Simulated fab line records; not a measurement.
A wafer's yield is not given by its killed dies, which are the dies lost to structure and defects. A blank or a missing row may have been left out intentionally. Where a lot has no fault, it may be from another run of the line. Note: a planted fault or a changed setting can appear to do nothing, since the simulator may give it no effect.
One fault seen from 2 desks :: flow gf180mcu :: every desk sees just its own numbers, and what lay behind them comes last

== THE METROLOGY DESK ==
What the gauges read for every lot (on any tool): the sampled wafers with a number, averaged. The brackets show how far a lot's mean lies from the usual mean; more than 4 standard deviations puts the lot out of limits, marked OUT.
Columns: A = CONTACT_W_THK at GF_CONTACT_THK_MEAS_26, usual 296 nm; B = M1_ALCU_RS at GF_M1_RS_MEAS_05, usual 0.0696 ohm/sq; C = M1_ALCU_THK at GF_M1_THK_MEAS_06, usual 440 nm; D = cd_nm at GF_M1_CD_MEAS_14, usual 230.0 nm
lot: L745
first seen here: day 15 23:44
A: 301
B: 0.0696
C: 440
D: 230.7

lot: L746
first seen here: day 16 17:39
A: 297
B: 0.0693
C: 442
D: 228.9

lot: L751
first seen here: day 18 09:17
A: 291
B: 0.0706
C: 432
D: 228.8

lot: L753
first seen here: day 19 04:20
A: 303
B: 0.0695
C: 442
D: 230.0

lot: L754
first seen here: day 19 13:30
A: 296
B: 0.0703
C: 434
D: 230.1

lot: L755
first seen here: day 19 21:53
A: 291
B: 0.0766 (+11) OUT
C: 407 (-7.2) OUT
D: 230.1

lot: L756
first seen here: day 20 09:54
A: 294
B: 0.0693
C: 441
D: 228.6

lot: L758
first seen here: day 21 05:55
A: 295
B: 0.0771 (+12) OUT
C: 404 (-7.8) OUT
D: 228.9

lot: L765
first seen here: day 23 10:26
A: 299
B: 0.0691
C: 444
D: 230.7

lot: L767
first seen here: day 24 04:13
A: 298
B: 0.0696
C: 438
D: 228.1

lot: L768
first seen here: day 24 10:56
A: 303
B: 0.0704
C: 436
D: 231.2
This desk reports L755, L758 out of limits; the earliest was L755 at day 19 22:28 (M1_ALCU_RS at GF_M1_RS_MEAS_05). Within limits: L745, L746, L751, L753, L754, L756, L765, L767, L768.

== TOOL OWNER'S DESK, pvd_sputter-02 ==
The tool's own readings at GF_M1_SPUTTER_02 (material AlCu, target thk 450 nm, time 23.9 s): means of the sampled wafers that have a number, for each lot that ran on this tool. The brackets show how far a lot's mean lies from the usual mean; more than 4 standard deviations puts the lot out of limits, marked OUT.
Columns: A = throttle_valve_pct at GF_M1_SPUTTER_02, usual 30.3 %
lot: L746
first seen here: day 16 18:07
A: 30.2

lot: L751
first seen here: day 18 09:46
A: 30.3

lot: L753
first seen here: day 19 04:49
A: 29.9

lot: L754
first seen here: day 19 13:59
A: 29.9

lot: L755
first seen here: day 19 22:22
A: 30.1

lot: L758
first seen here: day 21 06:24
A: 29.9

lot: L767
first seen here: day 24 04:42
A: 29.8
This desk found nothing out of limits on any of the 7 lots.

== PUT TOGETHER ==
L755, L758 would have let the metrology desk raise an alarm at day 19 22:28.
Nothing out of limits was seen by the tool owner's desk.
On record at the tool owner's desk: L755, L758, within its limits.
The lots listed all ran GF_M1_SPUTTER_02 on pvd_sputter-02.

== WHAT HAD BEEN PUT IN BY THE SIMULATOR ==
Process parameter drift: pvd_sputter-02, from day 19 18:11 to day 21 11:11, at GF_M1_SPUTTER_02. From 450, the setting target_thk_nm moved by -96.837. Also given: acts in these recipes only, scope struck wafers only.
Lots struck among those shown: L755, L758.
Hours from the fault's start to each desk's first reading out of limits: the metrology desk, 4.
